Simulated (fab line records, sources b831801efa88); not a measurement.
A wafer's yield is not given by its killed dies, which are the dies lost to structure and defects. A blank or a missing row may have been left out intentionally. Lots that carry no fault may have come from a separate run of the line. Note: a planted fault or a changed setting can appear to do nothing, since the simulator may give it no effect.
Matching of chambers    flow gf180mcu    GF_CONTACT_CMP_04 on cmp-02 has 4 sister chambers
The step polishes SiO2. 19 wafers are shown with their chamber, then 9 later ones without.

## WAFERS PAIRED WITH THEIR CHAMBERS
wafer   chamber  motorCurrentA (A)  timeToEndpointS (s)
L949.4  2        11.3               115
L949.5  1        12.7               106
L949.6  2        10.0               110
L950.2  2        10.3               109
L950.3  1        13.0               100
L950.6  2        9.4                111
L957.1  3        10.6               106
L957.3  0        12.6               109
L960.1  2        10.4               100
L960.4  3        10.8               104
L965.2  1        12.1               101
L965.3  2        10.3               109
L965.4  0        12.8               114
L966.3  2        10.0               107
L966.4  0        12.5               121
L966.5  2        10.2               111
L969.1  1        13.3               97
L969.4  2        9.9                108
L969.5  2        10.6               107

SIGNATURES (means of the wafers above)
reading          chamber 0  chamber 1  chamber 2  chamber 3  scatter within a chamber
motorCurrentA    12.633     12.775     10.240     10.700     0.453
timeToEndpointS  114.67     101.00     108.70     105.00     4.09
Rule: for a wafer and a chamber, the distance is found by dividing, reading by reading, the gap between the wafer's reading and the chamber's mean by the reading's scatter, squaring, summing and taking the root. The wafer belongs to the nearest chamber; if the next one is less than 2 further off, it can't be placed. The scatter is the square root of a quotient: the sum, over the shown wafers, of each reading's squared deviation from its chamber's mean, divided by wafers minus chambers.

## WAFERS WITHOUT THEIR CHAMBER
wafer   motorCurrentA (A)  timeToEndpointS (s)
L970.4  11.0               102
L970.5  12.4               108
L970.6  12.7               99
L971.4  12.7               107
L971.5  12.9               107
L971.6  12.5               113
L972.1  10.6               102
L972.4  10.1               108
L972.5  10.5               104

## CHAMBER TAKEN BY EACH
wafer   from the rows above      in truth
L970.4  can't be placed: 3 or 2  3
L970.5  can't be placed: 0 or 1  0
L970.6  1                        1
L971.4  can't be placed: 1 or 0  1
L971.5  can't be placed: 1 or 0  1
L971.6  0                        0
L972.1  can't be placed: 3 or 2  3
L972.4  can't be placed: 2 or 3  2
L972.5  can't be placed: 3 or 2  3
Correct placement for 2 of the 9. Cannot be placed on the basis of these rows: 7; the candidates contain the true chamber in 7. Placed wrongly: 0.
